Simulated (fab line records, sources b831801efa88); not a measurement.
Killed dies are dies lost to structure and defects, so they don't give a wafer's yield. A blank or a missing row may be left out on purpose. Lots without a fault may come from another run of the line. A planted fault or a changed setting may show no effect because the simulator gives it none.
Which tool did it? | flow sky130 | 11 lots, 33 wafers sampled, at 3 steps of a route of 708

WHAT THE GAUGES READ, wafer by wafer
SKY_VIA3_RS_MEAS_22: measures by four-point-probe. Usual: VIA3_W_RS 0.293 ohm/sq, standard deviation 0.003.
lot  | measured     | on            | VIA3_W_RS (ohm/sq) | flag
L812 | day 41 06:16 | film_metro-02 | 0.290 0.291 0.290  |
L813 | day 41 18:41 | film_metro-04 | 0.288 0.289 0.291  |
L814 | day 42 10:36 | film_metro-02 | 0.298 0.294 0.299  |
L815 | day 42 10:45 | film_metro-01 | 0.295 0.293 0.292  |
L816 | day 42 18:44 | film_metro-02 | 0.289 0.293 0.292  |
L817 | day 43 08:14 | film_metro-02 | 0.290 0.293 0.292  |
L818 | day 43 11:59 | film_metro-02 | 0.293 0.293 0.294  |
L819 | day 43 15:11 | film_metro-02 | 0.293 0.292 0.290  |
L821 | day 44 07:49 | film_metro-04 | 0.297 0.289 0.295  |
L825 | day 45 15:35 | film_metro-04 | 0.296 0.296 0.296  |
L826 | day 45 15:44 | film_metro-02 | 0.295 0.295 0.292  |

SKY_VIA3_THK_MEAS_23: measures by xrf. Usual: VIA3_W_THK 386 nm, standard deviation 7.5.
lot  | measured     | on            | VIA3_W_THK (nm) | flag
L812 | day 41 06:23 | film_metro-02 | 383 381 384     |
L813 | day 41 18:48 | film_metro-04 | 402 397 399     |
L814 | day 42 10:43 | film_metro-02 | 375 382 376     |
L815 | day 42 10:52 | film_metro-01 | 393 397 399     |
L816 | day 42 18:51 | film_metro-02 | 386 382 388     |
L817 | day 43 08:21 | film_metro-02 | 390 387 386     |
L818 | day 43 12:05 | film_metro-02 | 387 387 385     |
L819 | day 43 15:18 | film_metro-02 | 389 389 389     |
L821 | day 44 07:55 | film_metro-04 | 384 392 388     |
L825 | day 45 15:42 | film_metro-04 | 385 384 387     |
L826 | day 45 15:50 | film_metro-02 | 375 377 376     |

WHICH TOOL RAN EACH LOT (tool, then ch and the chambers of the sampled wafers, then the start)
lot  | SKY_VIA3_CVD_21
L812 | cvd_w-02 ch 0, day 41 06:01
L813 | cvd_w-02 ch 0, day 41 18:33
L814 | cvd_w-01 ch 0,1, day 42 10:29
L815 | cvd_w-02 ch 0,1, day 42 10:37
L816 | cvd_w-02 ch 0, day 42 18:35
L817 | cvd_w-01 ch 0,1, day 43 08:06
L818 | cvd_w-02 ch 0,1, day 43 11:50
L819 | cvd_w-02 ch 0,1, day 43 15:02
L821 | cvd_w-01 ch 0,1, day 44 07:42
L825 | cvd_w-01 ch 0,1, day 45 15:28
L826 | cvd_w-02 ch 0,1, day 45 15:37
- SKY_VIA3_CVD_21: deposits W, target thk 390 nm, time 117.31 s.

WHAT THE TOOLS THEMSELVES READ (means of the sampled wafers that have a number; where no wafer has one, the mark that the record gives instead)
SKY_VIA3_CVD_21. Usual: heater_power_w 838 W, standard deviation 60.
lot  | tool     | heater_power_w (W) | flag
L812 | cvd_w-02 | 868                |
L813 | cvd_w-02 | 871                |
L814 | cvd_w-01 | 801                |
L815 | cvd_w-02 | 862                |
L816 | cvd_w-02 | 889                |
L817 | cvd_w-01 | 780                |
L818 | cvd_w-02 | 855                |
L819 | cvd_w-02 | 871                |
L821 | cvd_w-01 | 840                |
L825 | cvd_w-01 | 846                |
L826 | cvd_w-02 | 876                |

THE ANSWER, worked out from the rows above alone
Rule: a lot is off if the mean of its wafers that have a number lies more than 3 standard deviations from the usual mean. A lot without any number at a reading at which 4 lots or more have one is off too. The other lots that the step has rows for count as sound. The gauges are gone through in route order, then the tools' own readings, and for those a lot's mean is taken as printed above. The first step at which some lot is off is used, and at that step the reading that is off furthest; a lot without a number counts as furthest.
No lot is off at any reading shown: from this, nothing can be told.

WHAT THE SIMULATOR HAD PUT IN
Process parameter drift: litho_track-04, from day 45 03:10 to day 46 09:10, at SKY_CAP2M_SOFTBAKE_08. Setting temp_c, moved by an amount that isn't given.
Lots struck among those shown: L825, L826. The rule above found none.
